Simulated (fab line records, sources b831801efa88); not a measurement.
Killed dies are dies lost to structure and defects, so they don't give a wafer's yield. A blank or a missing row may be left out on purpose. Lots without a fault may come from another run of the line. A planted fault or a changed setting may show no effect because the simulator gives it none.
fab line records | flow sfq_line
record lots=6 wafers=18 last_day=92
route steps=325 shown L0V@17 M0@28 I0@43 M1@58 M8@325
lots that met no fault: from a run of the same line without faults
start_h: hours from the record's first day to the start of the lot's first wafer shown | wait_h: hours since the lot's step before | " the same as in the row above | L1.1+2: a row that stands for several wafers | - no value, or no start given | * or withheld: withheld | < > ~ a bound
route shown NAME@n: a module of which the file shows steps, and the number in the route of the first | usual: mean/standard deviation of fault-free wafers | same: alike in all rows | chamber/n: place in a boat | sites: the reading at each site | _std_site: their standard deviation | _edge_site: outer sites' mean less inner sites' | radius_mm: how far each site lies from the wafer's centre | mask NAME#n: copy n | behind: the tool/chamber that last shaped the wafer | hold: why the lot was held/for how many hours/how that ended | device: the transistor (n, p or np) that didn't switch | end of line: the same wafers' tests at the end of the route | a step without rows: its recipe alone | killed: dies lost to structure and defects at the first sort, not the wafer's yield | map: a wafer's dies, x killed, . not, _ none there
set.NAME: the setting as run; set.NAME@STEP: as run at that earlier step | model.NAME: the simulator's own value behind a step, which no gauge read
lots at some steps of the route; a table a step, a row a wafer
services: from which hour (start_h, from the record's first day; less than 0 if before it) a tool's chamber was out of use, for how many hours, and why
## steps
# step SFQ_TRILAYER_L0_VIA_LITHO_COAT_018
# recipe resist=BARC spin_rpm=3000 resist_thk_nm=62
# step SFQ_TRILAYER_L0_VIA_LITHO_COAT_013
# recipe resist=KrF spin_rpm=3000 resist_thk_nm=650
# step SFQ_TRILAYER_L0_VIA_LITHO_SOFTBAKE_017
# recipe temp_c=withheld time_s=withheld resist=KrF
# step SFQ_TRILAYER_L0_VIA_LITHO_EXPOSE_014
# recipe mask_id=L0V na=0.6 source_shape=conventional sigma_outer=0.65 target_cd_nm=700 dose_mj=21.3
# step SFQ_TRILAYER_L0_VIA_LITHO_PEB_016
# recipe peb_temp_c=115 peb_time_s=60 resist=KrF
# step SFQ_TRILAYER_L0_VIA_LITHO_DEVELOP_015
# recipe time_s=60 resist=KrF
# step SFQ_L0V_OVL_MEAS_903
# usual L0V_OVL=1/5.5
# columns lot.wafer tool chamber start_h wait_h L0V_OVL[nm]
L413.1 overlay-01 - 96.85 0.1 12
L413.2 " - " " 13
L413.5 " - " " 13
L420.1 overlay-02 - 135.35 0.1 2
L420.2 " - " " 5
L420.4 " - " " 4
L422.1 overlay-02 - 148.55 0.1 1
L422.2 " - " " -4
L422.6 " - " " -3
L426.1 overlay-02 - 176.73 0.1 -2
L426.3 " - " " 1
L426.4 " - " " 3
L431.2 overlay-01 - 211.53 0.1 -2
L431.3 " - " " -4
L431.4 " - " " 1
L434.3 overlay-02 - 317.53 0.1 -8
L434.4 " - " " -7
L434.5 " - " " -8
# step SFQ_TRILAYER_L0_VIA_BARC_OPEN_VIA_ETCH_021
# recipe mask_material=PR chemistry=O2 target_depth_nm=125 target=BARC source_w=500 bias_w=80 pressure_mtorr=30 time_s=41.7
# usual drypump_motor_current_A=6.0/0.52 oes_product_au=0.685/0.0051
# columns lot.wafer tool chamber start_h wait_h drypump_motor_current_A oes_product_au rf_hours_counter_h
L413.1 rie_diel-03 0 96.89 0.0 6.4 0.685 7
L413.2 " 1 " " 5.7 0.690 1
L413.5 " 1 " " 5.7 0.681 -
L420.1 rie_diel-04 1 135.39 0.0 6.4 0.690 93
L420.2 " 3 " " 5.7 0.684 22
L420.4 " 0 " " 5.2 0.686 -
L422.1 rie_diel-04 1 148.59 0.0 6.4 0.681 94
L422.2 " 2 " " 6.3 0.686 3
L422.6 " 1 " " 6.4 0.675 -
L426.1 rie_diel-04 3 176.76 0.0 5.8 0.690 23
L426.3 " 1 " " 6.4 0.693 94
L426.4 " 0 " " 5.2 0.679 6
L431.2 rie_diel-04 2 211.56 0.0 6.2 0.680 4
L431.3 " 1 " " 6.4 0.689 95
L431.4 " 3 " " 5.8 0.689 23
L434.3 rie_diel-03 0 317.56 0.0 6.4 0.686 10
L434.4 " 2 " " 5.7 0.682 7
L434.5 " 0 " " 6.4 0.690 -
# step SFQ_TRILAYER_L0_VIA_ETCH_VIA_ETCH_016
# recipe target=SiO2 stop_on=MoNx_KI mask_material=PR chemistry=CHF3 target_depth_nm=80 source_w=500 bias_w=80 pressure_mtorr=30 time_s=withheld
# step SFQ_TRILAYER_L0_VIA_STRIP_STRIP_017
# recipe gas=O2 power_w=200 platen_temp_c=40 overash_fraction=0.65 chemistry=O2 pressure_mtorr=50
# usual drypump_motor_current_A=5.2/0.32 oes_product_au=1.001/0.012
# columns lot.wafer tool chamber start_h wait_h drypump_motor_current_A oes_product_au rf_hours_counter_h
L413.1 rie_metal-04 0 96.98 - 5.0 1.038 2
L413.2 " 0 " " 5.0 1.021 -
L413.5 " 0 " " 5.1 1.019 -
L420.1 rie_metal-02 0 135.48 - 5.7 0.992 131
L420.2 " 1 " " 4.7 1.012 162
L420.4 " 1 " " 4.7 1.008 -
L422.1 rie_metal-04 0 148.68 - 5.0 1.019 11
L422.2 " 1 " " 5.3 1.002 144
L422.6 " 1 " " 5.3 0.994 -
L426.1 rie_metal-02 0 176.85 - 5.7 0.996 139
L426.3 " 1 " " 4.7 0.999 -
L426.4 " 0 " " 5.7 0.986 -
L431.2 rie_metal-03 1 211.65 - 5.5 1.010 116
L431.3 " 0 " " 5.2 0.999 -
L431.4 " 1 " " 5.5 1.001 -
L434.3 rie_metal-02 0 317.84 - 5.7 0.988 -
L434.4 " 1 " " 4.7 1.000 -
L434.5 " 1 " " 4.7 0.995 -
# step SFQ_TRILAYER_L0_VIA_STRIP_SOLV_CLEAN_018
# recipe chemistry=NMP temp_c=70 time_s=600
# step SFQ_TRILAYER_M0_DEP_PRE_CLEAN_020
# recipe gas=Ar time_s=15 bias_v=250
# step SFQ_TRILAYER_M0_DEP_SPUTTER_019
# recipe material=Nb base_pressure_pa=1.33e-06 chamber_pressure_pa=0.1333 substrate_temp_c=20 resputter_cathode_voltage_v=400 target_thk_nm=200 power_w=2000 time_s=133.3
# usual substrate_temp_c=20.00/0.11 throttle_valve_pct=30.0/0.84
# columns lot.wafer tool chamber start_h wait_h substrate_temp_c throttle_valve_pct model.Nb_of_TRILAYER_M0_DEP_SPUTTER_019.thk_nm
L413.1 pvd_sputter-04 - 98.38 0.0 20.01 29.6 202.3
L413.2 " - " " 19.93 29.3 200.6
L413.5 " - " " 20.24 30.3 206
L420.1 pvd_sputter-05 - 136.28 0.0 19.98 29.0 200.8
L420.2 " - " " 20.05 29.4 200.9
L420.4 " - " " 20.10 29.3 197.3
L422.1 pvd_sputter-04 - 149.48 0.0 20.06 31.9 237.1
L422.2 " - " " 19.92 29.5 235.1
L422.6 " - " " 19.93 30.4 237.5
L426.1 pvd_sputter-04 - 177.65 0.0 20.07 30.3 237.2
L426.3 " - " " 20.19 29.4 234
L426.4 " - " " 19.79 29.4 235.7
L431.2 pvd_sputter-03 - 212.45 0.0 19.86 31.6 200.1
L431.3 " - " " 20.12 30.1 199.5
L431.4 " - " " 19.93 30.9 200.4
L434.3 pvd_sputter-03 - 318.44 0.0 20.13 31.6 203.4
L434.4 " - " " 20.08 29.2 204.4
L434.5 " - " " 19.97 30.2 205
# step SFQ_M0_RS_MEAS_904
# recipe thk_meas_gauge=four-point-probe reads=Nb_of_TRILAYER_M0_DEP_SPUTTER_019
# usual M0_NB_RS=0.884/0.013
# columns lot.wafer tool chamber start_h wait_h hold M0_NB_RS[ohm/sq]
L413.1 film_metro-01 - 98.47 0.0 - 0.879
L413.2 " - " " - 0.887
L413.5 " - " " - 0.864
L420.1 film_metro-02 - 136.37 0.0 - 0.886
L420.2 " - " " - 0.884
L420.4 " - " " - 0.899
L422.1 film_metro-02 - 149.57 0.0 await_dispo/0.2h/release 0.747
L422.2 " - " " await_dispo/0.2h/release 0.752
L422.6 " - " " await_dispo/0.2h/release 0.746
L422.1 film_metro-02 - 149.85 0.3 - 0.748
L422.2 " - " " - 0.755
L422.6 " - " " - 0.747
L426.1 film_metro-02 - 177.74 0.0 await_dispo/0.2h/release 0.748
L426.3 " - " " await_dispo/0.2h/release 0.759
L426.4 " - " " await_dispo/0.2h/release 0.753
L426.1 film_metro-02 - 178.03 0.3 - 0.747
L426.3 " - " " - 0.758
L426.4 " - " " - 0.752
L431.2 film_metro-04 - 212.56 0.1 - 0.888
L431.3 " - " " - 0.890
L431.4 " - " " - 0.889
L434.3 film_metro-02 - 318.57 0.1 - 0.872
L434.4 " - " " - 0.869
L434.5 " - " " - 0.866
# step SFQ_TRILAYER_M0_LITHO_COAT_021
# recipe resist=KrF spin_rpm=3000 resist_thk_nm=600
# step SFQ_TRILAYER_M0_LITHO_SOFTBAKE_025
# recipe temp_c=withheld time_s=withheld resist=KrF
# step SFQ_TRILAYER_M0_LITHO_EXPOSE_022
# recipe mask_id=M0 na=0.6 source_shape=conventional sigma_outer=0.65 target_cd_nm=500 dose_mj=14.4
# step SFQ_TRILAYER_M0_LITHO_PEB_024
# recipe peb_temp_c=115 peb_time_s=60 resist=KrF
# step SFQ_TRILAYER_M0_LITHO_DEVELOP_023
# recipe time_s=60 resist=KrF
# step SFQ_M0_OVL_MEAS_906
# usual M0_OVL=1/4.9
# columns lot.wafer tool chamber start_h wait_h M0_OVL[nm]
L413.1 overlay-01 - 185.72 0.1 2
L413.2 " - " " -3
L413.5 " - " " 0
L420.1 overlay-01 - 230.28 0.1 -8
L420.2 " - " " 2
L420.4 " - " " 0
L422.1 overlay-02 - 252.60 0.1 -10
L422.2 " - " " -1
L422.6 " - " " -5
L426.1 overlay-02 - 281.40 0.1 7
L426.3 " - " " 1
L426.4 " - " " 1
L431.2 overlay-01 - 300.73 0.1 -2
L431.3 " - " " 1
L431.4 " - " " 3
L434.3 overlay-02 - 321.05 0.1 -1
L434.4 " - " " 11
L434.5 " - " " 0
# step SFQ_TRILAYER_M0_BARC_OPEN_METAL_ETCH_031
# recipe mask_material=PR chemistry=O2 target_depth_nm=125 target=BARC icp_w=600 bias_w=80 pressure_mtorr=10 time_s=41.7
# usual drypump_motor_current_A=5.39/0.25 oes_product_au=0.685/0.005
# columns lot.wafer tool chamber start_h wait_h drypump_motor_current_A oes_product_au rf_hours_counter_h
L413.1 rie_metal-01 1 185.76 0.0 5.37 0.695 74
L413.2 " 0 " " 5.84 0.690 47
L413.5 " 1 " " 5.38 0.690 -
L420.1 rie_metal-03 1 230.31 0.0 5.52 0.695 119
L420.2 " 0 " " 5.22 0.685 198
L420.4 " 0 " " 5.23 0.697 -
L422.1 rie_metal-04 0 252.63 0.0 5.07 0.688 30
L422.2 " 1 " " 5.27 0.684 160
L422.6 " 1 " " 5.30 0.698 -
L426.1 rie_metal-03 1 281.43 0.0 5.53 0.686 128
L426.3 " 0 " " 5.22 0.672 -
L426.4 " 1 " " 5.52 0.688 -
L431.2 rie_metal-04 1 300.76 0.0 5.31 0.687 165
L431.3 " 1 " " 5.28 0.688 -
L431.4 " 0 " " 5.05 0.680 -
L434.3 rie_metal-04 1 321.10 0.0 5.31 0.683 -
L434.4 " 0 " " 5.03 0.687 -
L434.5 " 1 " " 5.30 0.677 -
# step SFQ_TRILAYER_M0_ETCH_METAL_ETCH_024
# recipe target=Nb stop_on=SiO2 mask_material=PR chemistry=Cl2/Ar target_depth_nm=240 icp_w=600 bias_w=80 pressure_mtorr=10 time_s=120
# usual drypump_motor_current_A=5.38/0.25 oes_product_au=0.898/0.0083
# columns lot.wafer tool chamber start_h wait_h drypump_motor_current_A oes_product_au rf_hours_counter_h
L413.1 rie_metal-01 1 185.82 0.0 5.38 0.904 74
L413.2 " 0 " " 5.82 0.892 47
L413.5 " 1 " " 5.38 0.912 -
L420.1 rie_metal-03 1 230.37 0.0 5.51 0.898 119
L420.2 " 0 " " 5.23 0.891 198
L420.4 " 0 " " 5.23 0.886 -
L422.1 rie_metal-04 0 252.69 0.0 5.04 0.985 30
L422.2 " 1 " " 5.31 0.977 160
L422.6 " 1 " " 5.32 0.982 -
L426.1 rie_metal-03 1 281.49 0.0 5.52 0.994 128
L426.3 " 0 " " 5.27 0.980 -
L426.4 " 1 " " 5.56 0.978 -
L431.2 rie_metal-04 1 300.82 0.0 5.31 0.895 165
L431.3 " 1 " " 5.31 0.888 -
L431.4 " 0 " " 5.06 0.899 -
L434.3 rie_metal-04 1 321.21 0.1 5.29 0.900 -
L434.4 " 0 " " 5.04 0.910 -
L434.5 " 1 " " 5.32 0.901 -
# step SFQ_TRILAYER_M0_STRIP_STRIP_025
# recipe gas=O2 power_w=200 platen_temp_c=40 overash_fraction=0.65 chemistry=O2 pressure_mtorr=50
# step SFQ_TRILAYER_M0_STRIP_SOLV_CLEAN_026
# recipe chemistry=NMP temp_c=70 time_s=600
# step SFQ_TRILAYER_I0_DEP_PECVD_027
# recipe material=SiO2 temp_c=150 time_s=111.11 pressure_torr=2.4 rf_w=183.3 precursor=SiH4/N2O target_thk_nm=500
# usual heater_power_w=82/16 throttle_valve_pct=25.9/0.97
# columns lot.wafer tool chamber start_h wait_h heater_power_w throttle_valve_pct
L413.1 pecvd-02 1 186.72 0.0 68 25.5
L413.2 " 0 " " 57 25.5
L413.5 " 2 " " 60 24.1
L420.1 pecvd-03 2 231.27 0.0 82 25.0
L420.2 " 1 " " 107 24.2
L420.4 " 1 " " 93 24.4
L422.1 pecvd-01 0 253.77 0.0 78 26.4
L422.2 " 2 " " 102 26.3
L422.6 " 1 " " 79 27.0
L426.1 pecvd-01 2 282.39 0.0 100 26.0
L426.3 " 0 " " 74 26.6
L426.4 " 2 " " 104 25.9
L431.2 pecvd-02 0 301.72 0.0 56 26.1
L431.3 " 1 " " 72 26.5
L431.4 " 2 " " 68 24.6
L434.3 pecvd-01 1 322.29 0.0 78 26.6
L434.4 " 1 " " 64 27.1
L434.5 " 2 " " 90 26.4
# step SFQ_TRILAYER_I0_CMP_CMP_028
# recipe material=SiO2 down_force_psi=3 platen_rpm=60 pad_velocity_m_s=0.94248
# step SFQ_I0_BOW_MEAS_907
# recipe mode=bow
# usual I0_BOW=0/7.3
# columns lot.wafer tool chamber start_h wait_h I0_BOW[um]
L413.1 film_metro-04 - 197.81 1.0 -6
L413.2 " - " " 8
L413.5 " - " " 9
L420.1 film_metro-04 - 249.83 1.5 -9
L420.2 " - " " -1
L420.4 " - " " -3
L422.1 film_metro-04 - 266.81 2.5 -9
L422.2 " - " " 0
L422.6 " - " " 3
L426.1 film_metro-04 - 285.83 2.0 -3
L426.3 " - " " 9
L426.4 " - " " 10
L431.2 film_metro-03 - 306.65 1.5 2
L431.3 " - " " 12
L431.4 " - " " 11
L434.3 film_metro-02 - 325.41 2.5 11
L434.4 " - " " -1
L434.5 " - " " 4
# step SFQ_TRILAYER_I0_METRO_MEASURE_029
# step SFQ_TRILAYER_I0_VIA_LITHO_COAT_036
# recipe resist=BARC spin_rpm=3000 resist_thk_nm=62
# step SFQ_TRILAYER_I0_VIA_LITHO_COAT_031
# recipe resist=KrF spin_rpm=3000 resist_thk_nm=650
# step SFQ_TRILAYER_I0_VIA_LITHO_SOFTBAKE_035
# recipe temp_c=withheld time_s=withheld resist=KrF
# step SFQ_TRILAYER_I0_VIA_LITHO_EXPOSE_032
# recipe mask_id=I0 na=0.6 source_shape=conventional sigma_outer=0.65 target_cd_nm=500 dose_mj=21.3
# step SFQ_TRILAYER_I0_VIA_LITHO_PEB_034
# recipe peb_temp_c=115 peb_time_s=60 resist=KrF
# step SFQ_TRILAYER_I0_VIA_LITHO_DEVELOP_033
# recipe time_s=60 resist=KrF
# step SFQ_I0_OVL_MEAS_908
# usual I0_OVL=-1/6.1
# columns lot.wafer tool chamber start_h wait_h I0_OVL[nm]
L413.1 overlay-01 - 212.73 0.1 1
L413.2 " - " " 0
L413.5 " - " " 2
L420.1 overlay-02 - 370.37 0.1 5
L420.2 " - " " -3
L420.4 " - " " -6
L422.1 overlay-02 - 394.37 0.1 -5
L422.2 " - " " -3
L422.6 " - " " -2
L426.1 overlay-02 - 422.18 0.1 -9
L426.3 " - " " -6
L426.4 " - " " -3
L431.2 overlay-02 - 449.79 0.1 1
L431.3 " - " " 9
L431.4 " - " " 3
L434.3 overlay-01 - 473.80 0.1 5
L434.4 " - " " 0
L434.5 " - " " 4
# step SFQ_TRILAYER_I0_VIA_BARC_OPEN_VIA_ETCH_046
# recipe mask_material=PR chemistry=O2 target_depth_nm=125 target=BARC source_w=500 bias_w=80 pressure_mtorr=30 time_s=41.7
# step SFQ_TRILAYER_I0_VIA_ETCH_VIA_ETCH_034
# recipe target=SiO2 stop_on=Nb mask_material=PR taper_deg=20 chemistry=CHF3 target_depth_nm=260 source_w=500 bias_w=80 pressure_mtorr=30 time_s=withheld
# step SFQ_TRILAYER_I0_VIA_STRIP_STRIP_035
# recipe gas=O2 power_w=200 platen_temp_c=40 overash_fraction=0.65 chemistry=O2 pressure_mtorr=50
# usual drypump_motor_current_A=5.2/0.37 oes_product_au=1.001/0.014
# columns lot.wafer tool chamber start_h wait_h drypump_motor_current_A oes_product_au rf_hours_counter_h
L413.1 rie_metal-04 1 212.92 - 5.3 1.004 156
L413.2 " 0 " " 5.0 1.023 23
L413.5 " 0 " " 5.0 1.017 -
L420.1 rie_metal-04 1 370.56 - 5.3 1.007 2
L420.2 " 0 " " 5.1 1.029 51
L420.4 " 0 " " 5.1 1.018 -
L422.1 rie_metal-02 0 394.56 - 5.7 0.993 5
L422.2 " 1 " " 4.7 1.018 14
L422.6 " 0 " " 5.7 0.993 -
L426.1 rie_metal-01 1 422.37 - 5.4 1.011 107
L426.3 " 1 " " 5.4 1.006 -
L426.4 " 0 " " 5.8 0.990 -
L431.2 rie_metal-01 1 449.97 - 5.4 0.992 109
L431.3 " 1 " " 5.4 1.002 -
L431.4 " 0 " " 5.8 0.968 -
L434.3 rie_metal-02 0 474.17 - 5.7 0.980 -
L434.4 " 1 " " 4.7 0.999 -
L434.5 " 1 " " 4.7 1.004 -
# step SFQ_TRILAYER_I0_VIA_STRIP_SOLV_CLEAN_036
# recipe chemistry=NMP temp_c=70 time_s=600
# step SFQ_TRILAYER_M1_DEP_PRE_CLEAN_038
# recipe gas=Ar time_s=22.5 bias_v=250
# step SFQ_M8_BOW_MEAS_951
# recipe mode=bow
# usual M8_BOW=7/10
# columns lot.wafer tool chamber start_h wait_h M8_BOW[um] model.etest.m0.ohm_um model.etest.i0.link_ohm model.etest.m0.ohm_sq
L413.1 film_metro-02 - 2053.38 0.0 2 1.758 1.959 0.8785
L413.2 " - " " 16 1.771 1.961 0.8861
L413.5 " - " " 17 1.72 1.944 0.863
L420.1 film_metro-04 - 2154.89 0.0 -7 1.769 1.948 0.8851
L420.2 " - " " 1 1.762 1.941 0.885
L420.4 " - " " 0 1.795 1.959 0.9009
L422.1 film_metro-02 - 2158.49 0.0 1 1.498 1.798 0.7497
L422.2 " - " " 12 1.511 1.823 0.7559
L422.6 " - " " 13 1.502 1.818 0.7483
L426.1 film_metro-04 - 2178.90 0.0 2 1.501 1.816 0.7493
L426.3 " - " " 12 1.524 1.825 0.7597
L426.4 " - " " 14 1.512 1.807 0.754
L431.2 film_metro-04 - 2199.31 0.0 10 1.777 1.969 0.8885
L431.3 " - " " 20 1.776 1.963 0.8909
L431.4 " - " " 21 1.777 1.979 0.8871
L434.3 film_metro-03 - 2212.31 0.0 25 1.747 1.954 0.8739
L434.4 " - " " 14 1.738 1.947 0.8695
L434.5 " - " " 18 1.738 1.946 0.8669
## services
# columns tool chamber start_h hours kind
rie_diel-04 - 73.13 0.5 repair
rie_metal-04 1 89.70 10.1 repair
rie_metal-02 - 115.84 14.6 pm
rie_diel-04 2 128.05 9.1 repair
rie_metal-01 0 131.47 5.7 repair
rie_metal-01 - 160.50 14.6 pm
rie_diel-04 2 183.16 7.2 repair
rie_diel-04 1 219.44 2.6 repair
rie_metal-02 0 224.17 7.0 repair
rie_metal-04 1 229.75 10.0 repair
rie_metal-02 - 235.25 1.1 repair
rie_metal-04 - 264.76 1.7 repair
rie_metal-01 - 301.83 28.1 pm
rie_metal-04 0 304.58 3.6 repair
rie_metal-03 - 337.71 0.3 repair
rie_metal-03 - 410.89 2.8 pm
rie_diel-04 2 426.69 9.6 repair
rie_diel-04 0 433.57 1.4 repair
rie_metal-03 - 436.87 1.8 repair
rie_diel-04 - 438.88 14.6 pm
rie_metal-02 - 443.09 1.4 pm
rie_metal-04 - 445.66 0.7 repair
rie_diel-04 - 458.37 5.5 repair
rie_metal-04 - 464.35 1.4 pm
## key
first_sign step=SFQ_M0_RS_MEAS_904 reading=visit direction=added
effect step=SFQ_M0_RS_MEAS_904 reading=M0_NB_RS direction=down sigmas=11 usual=0.884 struck=0.751
effect step=SFQ_TRILAYER_M0_ETCH_METAL_ETCH_024 reading=oes_product_au direction=up sigmas=10 usual=0.898 struck=0.983
model_effect step=SFQ_TRILAYER_M0_DEP_SPUTTER_019 value=Nb_of_TRILAYER_M0_DEP_SPUTTER_019.thk_nm without=202.7 struck=236.1
model_effect step=SFQ_M8_BOW_MEAS_951 value=etest.m0.ohm_um without=1.757 struck=1.508
met_at SFQ_TRILAYER_M0_DEP_SPUTTER_019
struck_wafers L422.1,L422.2,L422.6,L426.1,L426.3,L426.4
onset_between 98.38 149.48
fault kind=process_parameter_drift tool=pvd_sputter-04 chamber=- onset_h=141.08 steps=SFQ_TRILAYER_M0_DEP_SPUTTER_019 channel=time_s offset=* shape=step end_h=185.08 acts_in=* stated=*
